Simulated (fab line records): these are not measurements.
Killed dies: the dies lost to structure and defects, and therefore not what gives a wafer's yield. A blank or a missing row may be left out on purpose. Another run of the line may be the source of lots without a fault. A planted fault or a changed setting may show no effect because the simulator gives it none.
Which tool is to blame? / flow gf180mcu / 12 lots, 36 wafers sampled, at 4 steps of a route of 602

## WHAT EACH GAUGE READ, for each wafer
GF_NWELL_TW_MEAS_11. Usual: NWELL_TW gives 1589 (standard deviation 9.5).
lot=L963; measured=day 3 07:56; on=film metro-02; NWELL_TW=1556 1565 1562; flag=
lot=L965; measured=day 3 18:42; on=film metro-04; NWELL_TW=1591 1592 1600; flag=
lot=L966; measured=day 4 01:36; on=film metro-04; NWELL_TW=1585 1591 1583; flag=
lot=L967; measured=day 4 05:24; on=film metro-04; NWELL_TW=1584 1586 1587; flag=
lot=L968; measured=day 4 11:46; on=film metro-04; NWELL_TW=1595 1600 1584; flag=
lot=L972; measured=day 5 10:13; on=film metro-03; NWELL_TW=1751 1751 1757 1754 1751 1759; flag=OFF
lot=L975; measured=day 6 01:09; on=film metro-03; NWELL_TW=1581 1580 1588; flag=
lot=L976; measured=day 6 06:55; on=film metro-04; NWELL_TW=1770 1766 1766 1769 1771 1766; flag=OFF
lot=L981; measured=day 7 09:57; on=film metro-03; NWELL_TW=1581 1585 1580; flag=
lot=L983; measured=day 7 19:26; on=film metro-04; NWELL_TW=1606 1604 1591; flag=
lot=L985; measured=day 8 14:45; on=film metro-04; NWELL_TW=1600 1602 1588; flag=
lot=L986; measured=day 8 18:56; on=film metro-04; NWELL_TW=1606 1595 1600; flag=

GF_VT_IMPLANT_RS_MEAS_47: the measuring method here is four-point-probe. Usual: NWELL_RS gives 487.8 ohm/sq (standard deviation 1.2).
lot=L963; measured=day 7 14:52; on=film metro-04; NWELL_RS (ohm/sq)=488.9 489.1 488.4; flag=
lot=L965; measured=day 8 01:14; on=film metro-03; NWELL_RS (ohm/sq)=488.5 489.0 488.4; flag=
lot=L966; measured=day 8 09:50; on=film metro-03; NWELL_RS (ohm/sq)=488.7 488.3 487.6; flag=
lot=L967; measured=day 8 16:27; on=film metro-04; NWELL_RS (ohm/sq)=488.5 488.1 489.0; flag=
lot=L968; measured=day 9 00:34; on=film metro-03; NWELL_RS (ohm/sq)=487.4 488.6 486.4; flag=
lot=L972; measured=day 10 05:05; on=film metro-03; NWELL_RS (ohm/sq)=404.7 403.9 404.5 404.7 404.5 402.4; flag=OFF
lot=L975; measured=day 10 23:01; on=film metro-03; NWELL_RS (ohm/sq)=487.5 489.3 488.0; flag=
lot=L976; measured=day 11 05:20; on=film metro-04; NWELL_RS (ohm/sq)=403.4 403.1 403.5 403.5 403.1 403.8; flag=OFF
lot=L981; measured=day 12 13:02; on=film metro-02; NWELL_RS (ohm/sq)=487.8 488.2 486.9; flag=
lot=L983; measured=day 13 01:11; on=film metro-02; NWELL_RS (ohm/sq)=488.2 489.3 487.0; flag=
lot=L985; measured=day 14 01:43; on=film metro-02; NWELL_RS (ohm/sq)=488.1 487.7 487.1; flag=
lot=L986; measured=day 14 05:51; on=film metro-04; NWELL_RS (ohm/sq)=484.6 484.4 484.9; flag=

GF_NSD_CD_MEAS_07: target cd 400 nm. Usual: cd nm 400.2 nm, standard deviation 2.
lot=L963; measured=day 13 07:46; on=cd sem-01; cd nm (nm)=399.5 399.1 399.0; flag=
lot=L965; measured=day 14 08:53; on=cd sem-02; cd nm (nm)=402.7 402.9 403.7; flag=
lot=L966; measured=day 14 07:16; on=cd sem-01; cd nm (nm)=400.5 399.2 401.2; flag=
lot=L967; measured=day 14 15:14; on=cd sem-02; cd nm (nm)=400.6 401.0 400.9; flag=
lot=L968; measured=day 15 04:42; on=cd sem-01; cd nm (nm)=398.3 397.2 397.5; flag=
lot=L975; measured=day 17 09:21; on=cd sem-01; cd nm (nm)=402.9 399.4 399.2; flag=
lot=L981; measured=day 19 13:06; on=cd sem-01; cd nm (nm)=400.3 401.3 401.6; flag=
lot=L983; measured=day 20 01:58; on=cd sem-01; cd nm (nm)=402.6 403.4 400.9; flag=
lot=L985; measured=day 21 10:10; on=cd sem-02; cd nm (nm)=403.1 402.1 402.1; flag=
lot=L986; measured=day 21 12:40; on=cd sem-01; cd nm (nm)=400.3 400.5 400.3; flag=

## TOOL THAT RAN EACH LOT (tool first, then ch and the chambers of the sampled wafers, then the start)
lot=L963; GF_NWELL_IMPLANT_08=implanter-01 ch 0, day 3 07:34
lot=L965; GF_NWELL_IMPLANT_08=implanter-02 ch 0, day 3 18:19
lot=L966; GF_NWELL_IMPLANT_08=implanter-01 ch 0, day 4 01:12
lot=L967; GF_NWELL_IMPLANT_08=implanter-03 ch 0, day 4 05:01
lot=L968; GF_NWELL_IMPLANT_08=implanter-01 ch 0, day 4 11:22
lot=L972; GF_NWELL_IMPLANT_08=implanter-01 ch 0, day 5 09:51
lot=L975; GF_NWELL_IMPLANT_08=implanter-02 ch 0, day 6 00:45
lot=L976; GF_NWELL_IMPLANT_08=implanter-01 ch 0, day 6 06:26
lot=L981; GF_NWELL_IMPLANT_08=implanter-02 ch 0, day 7 09:33
lot=L983; GF_NWELL_IMPLANT_08=implanter-03 ch 0, day 7 18:56
lot=L985; GF_NWELL_IMPLANT_08=implanter-01 ch 0, day 8 14:21
lot=L986; GF_NWELL_IMPLANT_08=implanter-02 ch 0, day 8 18:32
- GF_NWELL_IMPLANT_08

## AS READ BY THE TOOLS THEMSELVES (means over the sampled wafers that have a number; for cases with no such wafer, the mark the record gives instead)
GF_NWELL_IMPLANT_08. Usual: beam on s 9.99 s, standard deviation 0.21; dose ions cm2 1.5002e+13, standard deviation 1.6e+10; faraday current uA 84.7, standard deviation 1.7; tilt deg 0.000 degrees, standard deviation 0.019.
lot=L963; tool=implanter-01; beam on s (s)=10.13; dose ions cm2=1.5005e+13; faraday current uA=83.3; tilt deg (degrees)=-0.026; flag=
lot=L965; tool=implanter-02; beam on s (s)=9.94; dose ions cm2=1.5020e+13; faraday current uA=85.0; tilt deg (degrees)=0.011; flag=
lot=L966; tool=implanter-01; beam on s (s)=10.17; dose ions cm2=1.5007e+13; faraday current uA=83.0; tilt deg (degrees)=0.007; flag=
lot=L967; tool=implanter-03; beam on s (s)=9.95; dose ions cm2=1.4991e+13; faraday current uA=84.8; tilt deg (degrees)=-0.018; flag=
lot=L968; tool=implanter-01; beam on s (s)=10.08; dose ions cm2=1.5009e+13; faraday current uA=84.2; tilt deg (degrees)=-0.015; flag=
lot=L972; tool=implanter-01; beam on s (s)=10.03; dose ions cm2=2.1614e+13; faraday current uA=121.9; tilt deg (degrees)=-0.009; flag=OFF
lot=L975; tool=implanter-02; beam on s (s)=10.00; dose ions cm2=1.5008e+13; faraday current uA=84.9; tilt deg (degrees)=-0.002; flag=
lot=L976; tool=implanter-01; beam on s (s)=9.88; dose ions cm2=2.1578e+13; faraday current uA=123.3; tilt deg (degrees)=-0.021; flag=OFF
lot=L981; tool=implanter-02; beam on s (s)=9.90; dose ions cm2=1.4993e+13; faraday current uA=85.3; tilt deg (degrees)=-0.016; flag=
lot=L983; tool=implanter-03; beam on s (s)=9.98; dose ions cm2=1.5007e+13; faraday current uA=84.8; tilt deg (degrees)=0.013; flag=
lot=L985; tool=implanter-01; beam on s (s)=10.01; dose ions cm2=1.5012e+13; faraday current uA=84.3; tilt deg (degrees)=-0.001; flag=
lot=L986; tool=implanter-02; beam on s (s)=10.16; dose ions cm2=1.4994e+13; faraday current uA=83.4; tilt deg (degrees)=-0.016; flag=

## THE ANSWER, worked out from the rows above alone
Rule: a lot counts as off when the mean over its wafers that have a number is more than 3 standard deviations away from the usual mean. Also off: a lot with no number at a reading for which 4 or more lots have one. All remaining lots with rows at the step are treated as sound. First the gauges in route order, then the tools' own readings, where a lot's mean is used as printed above. The first step at which some lot is off is used, and at that step the reading that is off furthest; a lot without a number counts as furthest.
Off: at GF_NWELL_TW_MEAS_11 (NWELL_TW), L972, L976.
If a tool, at a process step before that reading, ran all the lots that are off and no sound lot after the first of them, it fits. Not tried: the gauges at GF_NWELL_TW_MEAS_11; whatever is off there is also off at GF_NWELL_IMPLANT_08, on other tools, and gauge error can't account for it. No candidate that was tried fits.

## WHAT THE SIMULATOR HAD PUT IN
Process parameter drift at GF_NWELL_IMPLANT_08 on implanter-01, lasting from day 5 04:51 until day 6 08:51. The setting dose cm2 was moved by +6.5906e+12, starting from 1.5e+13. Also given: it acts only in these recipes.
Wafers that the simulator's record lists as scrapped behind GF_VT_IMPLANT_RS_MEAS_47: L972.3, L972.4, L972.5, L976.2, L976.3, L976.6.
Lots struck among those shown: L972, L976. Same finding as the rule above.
